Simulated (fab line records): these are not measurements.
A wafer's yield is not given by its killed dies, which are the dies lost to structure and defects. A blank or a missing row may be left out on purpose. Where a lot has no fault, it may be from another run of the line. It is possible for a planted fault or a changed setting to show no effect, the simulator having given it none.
fab line records -- flow gf180mcu -- part 1 of 2: steps 1 to 22 of 34
record lots=5, wafers=15, last_day=34
route steps=602 shown VT_IMPLANT@110 MVSD@136 NWELL@137 LVPWELL@138 MVPSD@139 DUAL_GATE@141
lots with no fault: from the same line, run without faults
start_h: hours from the record's first day to the start of the lot's first wafer shown -- wait_h: hours since the lot's step before -- " identical to the entry in the row above -- L1.1+2: a single row standing in for several wafers -- - no value present, or no start provided -- * or withheld: withheld -- < > ~ a bound
route shown NAME@n: a module of which the file shows steps, and the number in the route of the first -- usual: mean/standard deviation taken from wafers without a fault -- same: alike in all rows -- chamber/n: place in a boat -- sites: each site's reading -- _std_site: how widely they spread, as a standard deviation -- _edge_site: mean of outer sites minus mean of inner sites -- radius_mm: how far each site lies from the wafer's centre -- mask NAME#n: copy n -- behind: the tool/chamber that last shaped the wafer -- hold: reason for holding the lot/hours on hold/outcome of the hold -- device: whichever transistor did not switch (one of n, p or np) -- end of line: the tests these same wafers got at the end of their route -- a step given without rows: its recipe and nothing more -- killed: dies that structure and defects cost at the first sort, which is not the same as the wafer's yield -- map: a wafer's dies, marking killed ones x, the rest . and places with no die _
set.NAME: the run value of the setting; set.NAME@STEP: its run value at that earlier step -- model.NAME: the simulator's own value behind a step, which no gauge read
lots at selected steps of the route; one table per step, one row per wafer
services: the hour from which a tool's chamber was out of use, counted from the record's first day as start_h (under 0 if before that day), plus the number of hours and why
## steps
# step GF_VT_IMPLANT_STRIP_20
# recipe chemistry=O2/N2, power_w=1400, pressure_mtorr=1500, platen_temp_c=250, o2_flow_sccm=3000, n2_flow_sccm=300, overash_fraction=0.5
# usual drypump_motor_current_A=5.60/0.25, heater_power_w=347/26, oes_product_au=0.716/0.0044, strip_time_to_endpoint_s=12.62/0.036
lot.wafer,tool,chamber,start_h,wait_h,drypump_motor_current_A,heater_power_w,oes_product_au,rf_hours_counter_h,strip_time_to_endpoint_s
L074.3,plasma_asher-01,1,128.48,0.1,5.52,367,0.714,-,12.63
L074.4,plasma_asher-01,0,128.48,0.1,5.85,382,0.713,-,12.60
L074.6,plasma_asher-01,1,128.48,0.1,5.53,368,0.714,-,12.62
L082.1,plasma_asher-03,1,176.17,0.1,5.25,326,0.723,37,12.59
L082.2,plasma_asher-03,0,176.17,0.1,5.85,334,0.705,37,12.59
L082.5,plasma_asher-03,0,176.17,0.1,5.87,326,0.720,-,12.59
L088.2,plasma_asher-03,1,213.18,0.1,5.26,329,0.715,41,12.56
L088.4,plasma_asher-03,1,213.18,0.1,5.25,331,0.714,-,12.56
L088.5,plasma_asher-03,0,213.18,0.1,5.85,341,0.720,-,12.60
L091.1,plasma_asher-03,1,234.53,0.1,5.26,328,0.719,43,12.58
L091.2,plasma_asher-03,0,234.53,0.1,5.86,342,0.712,43,12.56
L091.6,plasma_asher-03,1,234.53,0.1,5.25,321,0.713,-,12.53
L095.1,plasma_asher-04,1,263.21,0.1,5.76,320,0.716,64,12.57
L095.2,plasma_asher-04,0,263.21,0.1,5.36,328,0.716,64,12.57
L095.3,plasma_asher-04,0,263.21,0.1,5.33,318,0.722,-,12.57
# step GF_VT_IMPLANT_TW_MEAS_21
# usual VT_IMPLANT_2_TW=1220/8.7
lot.wafer,tool,chamber,start_h,wait_h,VT_IMPLANT_2_TW
L074.3,film_metro-01,-,128.57,0.1,1215
L074.4,film_metro-01,-,128.57,0.1,1216
L074.6,film_metro-01,-,128.57,0.1,1207
L082.1,film_metro-04,-,176.27,0.1,1234
L082.2,film_metro-04,-,176.27,0.1,1226
L082.5,film_metro-04,-,176.27,0.1,1232
L088.2,film_metro-04,-,213.29,0.1,1217
L088.4,film_metro-04,-,213.29,0.1,1222
L088.5,film_metro-04,-,213.29,0.1,1229
L091.1,film_metro-01,-,234.63,0.1,1208
L091.2,film_metro-01,-,234.63,0.1,1214
L091.6,film_metro-01,-,234.63,0.1,1204
L095.1,film_metro-03,-,263.31,0.1,1223
L095.2,film_metro-03,-,263.31,0.1,1223
L095.3,film_metro-03,-,263.31,0.1,1223
# step GF_VT_IMPLANT_DEHYDRATE_22
# recipe temp_c=200, time_s=60
# usual chill_plate_temp_C=22.97/0.12
lot.wafer,tool,chamber,start_h,wait_h,chill_plate_temp_C
L074.3,litho_track-02,0,134.86,6.3,22.85
L074.4,litho_track-02,0,134.86,6.3,22.72
L074.6,litho_track-02,0,134.86,6.3,22.78
L082.1,litho_track-03,0,183.93,7.7,22.92
L082.2,litho_track-03,0,183.93,7.7,23.04
L082.5,litho_track-03,0,183.93,7.7,23.12
L088.2,litho_track-02,0,221.49,8.2,22.98
L088.4,litho_track-02,0,221.49,8.2,23.21
L088.5,litho_track-02,0,221.49,8.2,22.97
L091.1,litho_track-01,0,242.89,8.3,23.01
L091.2,litho_track-01,0,242.89,8.3,22.95
L091.6,litho_track-01,0,242.89,8.3,23.11
L095.1,litho_track-01,0,272.39,9.1,22.83
L095.2,litho_track-01,0,272.39,9.1,22.88
L095.3,litho_track-01,0,272.39,9.1,22.75
# step GF_VT_IMPLANT_HMDS_23
# recipe prime_time_s=60, prime_temp_c=120
# usual chill_plate_temp_C=23.02/0.1
# same prime_time_s=60
lot.wafer,tool,chamber,start_h,wait_h,chill_plate_temp_C
L074.3,litho_track-02,0,135.01,0.1,22.91
L074.4,litho_track-02,0,135.01,0.1,22.93
L074.6,litho_track-02,0,135.01,0.1,22.76
L082.1,litho_track-03,0,184.08,0.1,22.96
L082.2,litho_track-03,0,184.08,0.1,22.88
L082.5,litho_track-03,0,184.08,0.1,23.11
L088.2,litho_track-02,0,221.64,0.1,22.91
L088.4,litho_track-02,0,221.64,0.1,22.93
L088.5,litho_track-02,0,221.64,0.1,23.03
L091.1,litho_track-01,0,243.04,0.1,22.97
L091.2,litho_track-01,0,243.04,0.1,23.07
L091.6,litho_track-01,0,243.04,0.1,23.01
L095.1,litho_track-01,0,272.54,0.1,23.00
L095.2,litho_track-01,0,272.54,0.1,23.05
L095.3,litho_track-01,0,272.54,0.1,22.98
# step GF_VT_IMPLANT_COAT_24
# recipe resist=NOVOLAK, spin_rpm=3000, resist_thk_nm=1000
# usual chill_plate_temp_C=23.04/0.095
lot.wafer,tool,chamber,start_h,wait_h,chill_plate_temp_C
L074.3,litho_track-02,0,135.16,0.1,22.93
L074.4,litho_track-02,0,135.16,0.1,23.10
L074.6,litho_track-02,0,135.16,0.1,23.18
L082.1,litho_track-03,0,184.23,0.1,22.98
L082.2,litho_track-03,0,184.23,0.1,23.07
L082.5,litho_track-03,0,184.23,0.1,23.15
L088.2,litho_track-02,0,221.79,0.1,23.02
L088.4,litho_track-02,0,221.79,0.1,22.92
L088.5,litho_track-02,0,221.79,0.1,23.15
L091.1,litho_track-01,0,243.19,0.1,22.95
L091.2,litho_track-01,0,243.19,0.1,23.00
L091.6,litho_track-01,0,243.19,0.1,22.99
L095.1,litho_track-01,0,272.69,0.1,23.01
L095.2,litho_track-01,0,272.69,0.1,23.01
L095.3,litho_track-01,0,272.69,0.1,22.98
# step GF_VT_IMPLANT_SOFTBAKE_25
# recipe temp_c=90, time_s=60, resist=NOVOLAK
# usual chill_plate_temp_C=23.01/0.1
lot.wafer,tool,chamber,start_h,wait_h,chill_plate_temp_C
L074.3,litho_track-02,0,135.31,0.1,23.15
L074.4,litho_track-02,0,135.31,0.1,22.97
L074.6,litho_track-02,0,135.31,0.1,23.13
L082.1,litho_track-03,0,184.38,0.1,23.02
L082.2,litho_track-03,0,184.38,0.1,22.87
L082.5,litho_track-03,0,184.38,0.1,23.03
L088.2,litho_track-02,0,221.94,0.1,22.99
L088.4,litho_track-02,0,221.94,0.1,23.05
L088.5,litho_track-02,0,221.94,0.1,22.95
L091.1,litho_track-01,0,243.34,0.1,22.95
L091.2,litho_track-01,0,243.34,0.1,22.89
L091.6,litho_track-01,0,243.34,0.1,23.06
L095.1,litho_track-01,0,272.84,0.1,22.94
L095.2,litho_track-01,0,272.84,0.1,22.79
L095.3,litho_track-01,0,272.84,0.1,22.98
# step GF_VT_IMPLANT_EXPOSE_26
# recipe mask_id=LVPWELL_HV_AREA, target_cd_nm=860, na=0.6, source_shape=conventional, sigma_outer=0.6, dose_mj=140
# usual reticle_temp_C=23.02/0.1
lot.wafer,tool,chamber,start_h,wait_h,mask,reticle_temp_C
L074.3,iline_stepper-02,0,-,-,LVPWELL_HV_AREA#0,23.01
L074.4,iline_stepper-02,0,-,-,LVPWELL_HV_AREA#0,22.91
L074.6,iline_stepper-02,0,-,-,LVPWELL_HV_AREA#0,22.97
L082.1,iline_stepper-02,0,-,-,LVPWELL_HV_AREA#0,23.14
L082.2,iline_stepper-02,0,-,-,LVPWELL_HV_AREA#0,23.16
L082.5,iline_stepper-02,0,-,-,LVPWELL_HV_AREA#0,23.10
L088.2,iline_stepper-01,0,-,-,LVPWELL_HV_AREA#0,22.97
L088.4,iline_stepper-01,0,-,-,LVPWELL_HV_AREA#0,23.10
L088.5,iline_stepper-01,0,-,-,LVPWELL_HV_AREA#0,23.02
L091.1,iline_stepper-02,0,-,-,LVPWELL_HV_AREA#0,23.01
L091.2,iline_stepper-02,0,-,-,LVPWELL_HV_AREA#0,23.10
L091.6,iline_stepper-02,0,-,-,LVPWELL_HV_AREA#0,23.15
L095.1,iline_stepper-02,0,-,-,LVPWELL_HV_AREA#0,23.06
L095.2,iline_stepper-02,0,-,-,LVPWELL_HV_AREA#0,23.15
L095.3,iline_stepper-02,0,-,-,LVPWELL_HV_AREA#0,23.07
# step GF_VT_IMPLANT_PEB_27
# recipe temp_c=withheld, time_s=*, resist=NOVOLAK
# usual chill_plate_temp_C=*
lot.wafer,tool,chamber,start_h,wait_h,chill_plate_temp_C
L074.3,litho_track-01,0,-,-,*
L074.4,litho_track-01,0,-,-,*
L074.6,litho_track-01,0,-,-,*
L082.1,litho_track-03,0,-,-,*
L082.2,litho_track-03,0,-,-,*
L082.5,litho_track-03,0,-,-,*
L088.2,litho_track-01,0,-,-,*
L088.4,litho_track-01,0,-,-,*
L088.5,litho_track-01,0,-,-,*
L091.1,litho_track-03,0,-,-,*
L091.2,litho_track-03,0,-,-,*
L091.6,litho_track-03,0,-,-,*
L095.1,litho_track-01,0,-,-,*
L095.2,litho_track-01,0,-,-,*
L095.3,litho_track-01,0,-,-,*
# step GF_VT_IMPLANT_DEVELOP_28
# recipe develop_time_s=60, dev_temp_c=23
# usual chill_plate_temp_C=23.00/0.1, developer_temp_C=23.01/0.1
lot.wafer,tool,chamber,start_h,wait_h,chill_plate_temp_C,developer_temp_C
L074.3,litho_track-01,0,142.49,0.1,22.96,22.92
L074.4,litho_track-01,0,142.49,0.1,23.09,22.94
L074.6,litho_track-01,0,142.49,0.1,23.02,22.94
L082.1,litho_track-03,0,192.58,0.1,23.15,23.14
L082.2,litho_track-03,0,192.58,0.1,23.02,23.02
L082.5,litho_track-03,0,192.58,0.1,23.17,22.96
L088.2,litho_track-01,0,231.02,0.1,23.07,23.03
L088.4,litho_track-01,0,231.02,0.1,23.01,23.11
L088.5,litho_track-01,0,231.02,0.1,23.08,23.17
L091.1,litho_track-03,0,252.28,0.1,23.07,23.05
L091.2,litho_track-03,0,252.28,0.1,22.96,23.17
L091.6,litho_track-03,0,252.28,0.1,22.99,23.07
L095.1,litho_track-01,0,282.14,0.1,22.86,23.05
L095.2,litho_track-01,0,282.14,0.1,22.94,22.89
L095.3,litho_track-01,0,282.14,0.1,23.05,23.06
# step GF_VT_IMPLANT_OVL_MEAS_29
# usual VT_IMPLANT_02_OVL=-0.5/1.3
lot.wafer,tool,chamber,start_h,wait_h,VT_IMPLANT_02_OVL[nm]
L074.3,overlay-02,-,142.60,0.1,-2.1
L074.4,overlay-02,-,142.60,0.1,2.7
L074.6,overlay-02,-,142.60,0.1,0.4
L082.1,overlay-02,-,192.73,0.1,-0.1
L082.2,overlay-02,-,192.73,0.1,1.1
L082.5,overlay-02,-,192.73,0.1,1.6
L088.2,overlay-02,-,231.15,0.1,-1.3
L088.4,overlay-02,-,231.15,0.1,-0.3
L088.5,overlay-02,-,231.15,0.1,0.0
L091.1,overlay-02,-,252.43,0.1,-0.3
L091.2,overlay-02,-,252.43,0.1,-1.7
L091.6,overlay-02,-,252.43,0.1,0.7
L095.1,overlay-02,-,282.29,0.1,-2.0
L095.2,overlay-02,-,282.29,0.1,1.5
L095.3,overlay-02,-,282.29,0.1,1.1
# step GF_VT_IMPLANT_IMPLANT_30
# recipe species=B, energy_kev=25, dose_cm2=2.534e+12, tilt_deg=7
# usual dose_ions_cm2=2.5338e+12/2.7e+09
lot.wafer,tool,chamber,start_h,wait_h,dose_ions_cm2
L074.3,implanter-01,0,142.68,0.1,2.5316e+12
L074.4,implanter-01,0,142.68,0.1,2.5311e+12
L074.6,implanter-01,0,142.68,0.1,2.5348e+12
L082.1,implanter-02,0,192.77,0.0,2.5317e+12
L082.2,implanter-02,0,192.77,0.0,2.5343e+12
L082.5,implanter-02,0,192.77,0.0,2.5368e+12
L088.2,implanter-04,0,231.20,0.0,2.5319e+12
L088.4,implanter-04,0,231.20,0.0,2.5353e+12
L088.5,implanter-04,0,231.20,0.0,2.5346e+12
L091.1,implanter-04,0,252.46,0.0,2.5308e+12
L091.2,implanter-04,0,252.46,0.0,2.5322e+12
L091.6,implanter-04,0,252.46,0.0,2.534e+12
L095.1,implanter-01,0,282.33,0.0,2.5328e+12
L095.2,implanter-01,0,282.33,0.0,2.5315e+12
L095.3,implanter-01,0,282.33,0.0,2.5366e+12
# step GF_VT_IMPLANT_STRIP_31
# recipe chemistry=O2/N2, power_w=1400, pressure_mtorr=1500, platen_temp_c=250, o2_flow_sccm=3000, n2_flow_sccm=300, overash_fraction=0.5
# usual drypump_motor_current_A=5.59/0.24, heater_power_w=341/25, oes_product_au=0.716/0.0045, strip_time_to_endpoint_s=12.61/0.038
lot.wafer,tool,chamber,start_h,wait_h,drypump_motor_current_A,heater_power_w,oes_product_au,rf_hours_counter_h,strip_time_to_endpoint_s
L074.3,plasma_asher-01,0,142.81,0.1,5.86,379,0.718,-,12.63
L074.4,plasma_asher-01,1,142.81,0.1,5.52,371,0.714,-,12.65
L074.6,plasma_asher-01,1,142.81,0.1,5.54,373,0.713,-,12.63
L082.1,plasma_asher-04,1,192.92,0.1,5.77,318,0.711,57,12.66
L082.2,plasma_asher-04,0,192.92,0.1,5.36,331,0.711,57,12.70
L082.5,plasma_asher-04,1,192.92,0.1,5.78,317,0.719,-,12.73
L088.2,plasma_asher-01,0,231.33,0.1,5.84,389,0.722,61,12.61
L088.4,plasma_asher-01,1,231.33,0.1,5.54,374,0.714,-,12.53
L088.5,plasma_asher-01,0,231.33,0.1,5.85,392,0.713,-,12.55
L091.1,plasma_asher-03,1,252.61,0.1,5.26,325,0.712,45,12.57
L091.2,plasma_asher-03,0,252.61,0.1,5.85,335,0.710,45,12.62
L091.6,plasma_asher-03,1,252.61,0.1,5.27,327,0.718,-,12.62
L095.1,plasma_asher-03,0,282.48,0.1,5.84,342,0.710,48,12.60
L095.2,plasma_asher-03,1,282.48,0.1,5.25,326,0.712,48,12.62
L095.3,plasma_asher-03,0,282.48,0.1,5.83,342,0.713,-,12.58
# step GF_VT_IMPLANT_TW_MEAS_32
# usual VT_IMPLANT_3_TW=269.9/1.7
lot.wafer,tool,chamber,start_h,wait_h,VT_IMPLANT_3_TW
L074.3,film_metro-01,-,142.90,0.1,268.7
L074.4,film_metro-01,-,142.90,0.1,268.2
L074.6,film_metro-01,-,142.90,0.1,267.4
L082.1,film_metro-04,-,193.02,0.1,269.4
L082.2,film_metro-04,-,193.02,0.1,270.7
L082.5,film_metro-04,-,193.02,0.1,271.0
L088.2,film_metro-01,-,231.44,0.1,268.4
L088.4,film_metro-01,-,231.44,0.1,268.4
L088.5,film_metro-01,-,231.44,0.1,267.7
L091.1,film_metro-03,-,252.71,0.1,270.7
L091.2,film_metro-03,-,252.71,0.1,270.4
L091.6,film_metro-03,-,252.71,0.1,268.5
L095.1,film_metro-03,-,282.58,0.1,269.2
L095.2,film_metro-03,-,282.58,0.1,270.6
L095.3,film_metro-03,-,282.58,0.1,269.0
# step GF_VT_IMPLANT_DEHYDRATE_33
# recipe temp_c=200, time_s=60
# usual chill_plate_temp_C=23.00/0.1
lot.wafer,tool,chamber,start_h,wait_h,chill_plate_temp_C
L074.3,litho_track-02,0,150.11,7.2,23.11
L074.4,litho_track-02,0,150.11,7.2,23.09
L074.6,litho_track-02,0,150.11,7.2,23.09
L082.1,litho_track-03,0,200.48,7.5,22.98
L082.2,litho_track-03,0,200.48,7.5,22.90
L082.5,litho_track-03,0,200.48,7.5,22.96
L088.2,litho_track-02,0,239.59,8.1,22.81
L088.4,litho_track-02,0,239.59,8.1,22.86
L088.5,litho_track-02,0,239.59,8.1,23.04
L091.1,litho_track-03,0,261.53,8.8,23.06
L091.2,litho_track-03,0,261.53,8.8,22.99
L091.6,litho_track-03,0,261.53,8.8,22.88
L095.1,litho_track-01,0,291.94,9.4,23.23
L095.2,litho_track-01,0,291.94,9.4,23.04
L095.3,litho_track-01,0,291.94,9.4,23.11
# step GF_VT_IMPLANT_HMDS_34
# recipe prime_time_s=60, prime_temp_c=120
# usual chill_plate_temp_C=23.00/0.1
# same prime_time_s=60
lot.wafer,tool,chamber,start_h,wait_h,chill_plate_temp_C
L074.3,litho_track-02,0,150.26,0.1,23.05
L074.4,litho_track-02,0,150.26,0.1,22.97
L074.6,litho_track-02,0,150.26,0.1,22.87
L082.1,litho_track-03,0,200.63,0.1,23.10
L082.2,litho_track-03,0,200.63,0.1,22.99
L082.5,litho_track-03,0,200.63,0.1,22.99
L088.2,litho_track-02,0,239.74,0.1,22.96
L088.4,litho_track-02,0,239.74,0.1,22.95
L088.5,litho_track-02,0,239.74,0.1,22.98
L091.1,litho_track-03,0,261.68,0.1,22.86
L091.2,litho_track-03,0,261.68,0.1,23.09
L091.6,litho_track-03,0,261.68,0.1,23.20
L095.1,litho_track-01,0,292.09,0.1,23.08
L095.2,litho_track-01,0,292.09,0.1,22.92
L095.3,litho_track-01,0,292.09,0.1,22.98
# step GF_VT_IMPLANT_COAT_35
# recipe resist=NOVOLAK, spin_rpm=3000, resist_thk_nm=1000
# usual chill_plate_temp_C=23.03/0.1
lot.wafer,tool,chamber,start_h,wait_h,chill_plate_temp_C
L074.3,litho_track-02,0,150.41,0.1,22.99
L074.4,litho_track-02,0,150.41,0.1,22.93
L074.6,litho_track-02,0,150.41,0.1,23.00
L082.1,litho_track-03,0,200.78,0.1,23.08
L082.2,litho_track-03,0,200.78,0.1,22.98
L082.5,litho_track-03,0,200.78,0.1,23.06
L088.2,litho_track-02,0,239.89,0.1,22.86
L088.4,litho_track-02,0,239.89,0.1,22.91
L088.5,litho_track-02,0,239.89,0.1,22.93
L091.1,litho_track-03,0,261.83,0.1,23.23
L091.2,litho_track-03,0,261.83,0.1,22.99
L091.6,litho_track-03,0,261.83,0.1,23.02
L095.1,litho_track-01,0,292.24,0.1,23.05
L095.2,litho_track-01,0,292.24,0.1,22.98
L095.3,litho_track-01,0,292.24,0.1,23.02
# step GF_VT_IMPLANT_SOFTBAKE_36
# recipe temp_c=90, time_s=60, resist=NOVOLAK
# usual chill_plate_temp_C=23.00/0.12
lot.wafer,tool,chamber,start_h,wait_h,chill_plate_temp_C
L074.3,litho_track-02,0,150.56,0.1,23.06
L074.4,litho_track-02,0,150.56,0.1,22.94
L074.6,litho_track-02,0,150.56,0.1,22.90
L082.1,litho_track-03,0,200.93,0.1,23.00
L082.2,litho_track-03,0,200.93,0.1,22.99
L082.5,litho_track-03,0,200.93,0.1,23.03
L088.2,litho_track-02,0,240.04,0.1,23.06
L088.4,litho_track-02,0,240.04,0.1,23.05
L088.5,litho_track-02,0,240.04,0.1,23.12
L091.1,litho_track-03,0,261.98,0.1,23.11
L091.2,litho_track-03,0,261.98,0.1,22.91
L091.6,litho_track-03,0,261.98,0.1,22.87
L095.1,litho_track-01,0,292.39,0.1,23.01
L095.2,litho_track-01,0,292.39,0.1,23.13
L095.3,litho_track-01,0,292.39,0.1,23.05
# step GF_VT_IMPLANT_EXPOSE_37
# recipe mask_id=Nwell_HV_AREA, target_cd_nm=860, na=0.6, source_shape=conventional, sigma_outer=0.6, dose_mj=140
# usual reticle_temp_C=23.00/0.11
lot.wafer,tool,chamber,start_h,wait_h,mask,reticle_temp_C
L074.3,iline_stepper-01,0,-,-,Nwell_HV_AREA#0,23.04
L074.4,iline_stepper-01,0,-,-,Nwell_HV_AREA#0,22.97
L074.6,iline_stepper-01,0,-,-,Nwell_HV_AREA#0,22.94
L082.1,iline_stepper-01,0,-,-,Nwell_HV_AREA#0,23.00
L082.2,iline_stepper-01,0,-,-,Nwell_HV_AREA#0,22.96
L082.5,iline_stepper-01,0,-,-,Nwell_HV_AREA#0,22.88
L088.2,iline_stepper-01,0,-,-,Nwell_HV_AREA#0,23.00
L088.4,iline_stepper-01,0,-,-,Nwell_HV_AREA#0,23.20
L088.5,iline_stepper-01,0,-,-,Nwell_HV_AREA#0,23.01
L091.1,iline_stepper-01,0,-,-,Nwell_HV_AREA#0,22.93
L091.2,iline_stepper-01,0,-,-,Nwell_HV_AREA#0,22.95
L091.6,iline_stepper-01,0,-,-,Nwell_HV_AREA#0,22.96
L095.1,iline_stepper-02,0,-,-,Nwell_HV_AREA#0,23.23
L095.2,iline_stepper-02,0,-,-,Nwell_HV_AREA#0,23.05
L095.3,iline_stepper-02,0,-,-,Nwell_HV_AREA#0,23.22
# step GF_VT_IMPLANT_PEB_38
# recipe temp_c=withheld, time_s=*, resist=NOVOLAK
# usual chill_plate_temp_C=*
lot.wafer,tool,chamber,start_h,wait_h,chill_plate_temp_C
L074.3,litho_track-02,0,-,-,*
L074.4,litho_track-02,0,-,-,*
L074.6,litho_track-02,0,-,-,*
L082.1,litho_track-02,0,-,-,*
L082.2,litho_track-02,0,-,-,*
L082.5,litho_track-02,0,-,-,*
L088.2,litho_track-01,0,-,-,*
L088.4,litho_track-01,0,-,-,*
L088.5,litho_track-01,0,-,-,*
L091.1,litho_track-02,0,-,-,*
L091.2,litho_track-02,0,-,-,*
L091.6,litho_track-02,0,-,-,*
L095.1,litho_track-02,0,-,-,*
L095.2,litho_track-02,0,-,-,*
L095.3,litho_track-02,0,-,-,*
# step GF_VT_IMPLANT_DEVELOP_39
# recipe develop_time_s=60, dev_temp_c=23
# usual chill_plate_temp_C=22.98/0.11, developer_temp_C=22.99/0.1
lot.wafer,tool,chamber,start_h,wait_h,chill_plate_temp_C,developer_temp_C
L074.3,litho_track-02,0,158.61,0.1,23.02,22.79
L074.4,litho_track-02,0,158.61,0.1,22.97,22.89
L074.6,litho_track-02,0,158.61,0.1,23.01,22.92
L082.1,litho_track-02,0,208.96,0.1,22.95,22.98
L082.2,litho_track-02,0,208.96,0.1,22.91,22.99
L082.5,litho_track-02,0,208.96,0.1,22.90,22.96
L088.2,litho_track-01,0,249.12,0.1,22.96,22.95
L088.4,litho_track-01,0,249.12,0.1,23.07,22.94
L088.5,litho_track-01,0,249.12,0.1,22.85,22.91
L091.1,litho_track-02,0,271.31,0.1,23.10,23.09
L091.2,litho_track-02,0,271.31,0.1,23.03,23.12
L091.6,litho_track-02,0,271.31,0.1,23.05,23.06
L095.1,litho_track-02,0,302.01,0.1,22.96,23.06
L095.2,litho_track-02,0,302.01,0.1,23.16,23.03
L095.3,litho_track-02,0,302.01,0.1,23.18,23.03
# step GF_VT_IMPLANT_OVL_MEAS_40
# usual VT_IMPLANT_03_OVL=0.7/1.5
lot.wafer,tool,chamber,start_h,wait_h,VT_IMPLANT_03_OVL[nm]
L074.3,overlay-02,-,158.73,0.1,1.2
L074.4,overlay-02,-,158.73,0.1,1.9
L074.6,overlay-02,-,158.73,0.1,2.0
L082.1,overlay-02,-,209.11,0.1,0.5
L082.2,overlay-02,-,209.11,0.1,-0.6
L082.5,overlay-02,-,209.11,0.1,-0.2
L088.2,overlay-02,-,249.25,0.1,2.6
L088.4,overlay-02,-,249.25,0.1,1.0
L088.5,overlay-02,-,249.25,0.1,1.5
L091.1,overlay-02,-,271.46,0.1,3.6
L091.2,overlay-02,-,271.46,0.1,4.5
L091.6,overlay-02,-,271.46,0.1,4.3
L095.1,overlay-01,-,302.16,0.1,1.2
L095.2,overlay-01,-,302.16,0.1,-0.6
L095.3,overlay-01,-,302.16,0.1,0.5
# step GF_VT_IMPLANT_IMPLANT_41
# recipe species=As, energy_kev=70, dose_cm2=1.013e+12, tilt_deg=7
# usual dose_ions_cm2=1.0131e+12/1.1e+09
lot.wafer,tool,chamber,start_h,wait_h,dose_ions_cm2
L074.3,implanter-01,0,158.80,0.1,1.0138e+12
L074.4,implanter-01,0,158.80,0.1,1.0135e+12
L074.6,implanter-01,0,158.80,0.1,1.014e+12
L082.1,implanter-01,0,209.15,0.0,1.0125e+12
L082.2,implanter-01,0,209.15,0.0,1.0131e+12
L082.5,implanter-01,0,209.15,0.0,1.0142e+12
L088.2,implanter-01,0,249.30,0.0,1.0142e+12
L088.4,implanter-01,0,249.30,0.0,1.013e+12
L088.5,implanter-01,0,249.30,0.0,1.0149e+12
L091.1,implanter-02,0,271.50,0.0,1.0115e+12
L091.2,implanter-02,0,271.50,0.0,1.0131e+12
L091.6,implanter-02,0,271.50,0.0,1.0123e+12
L095.1,implanter-02,0,302.20,0.0,1.0118e+12
L095.2,implanter-02,0,302.20,0.0,1.0134e+12
L095.3,implanter-02,0,302.20,0.0,1.0116e+12
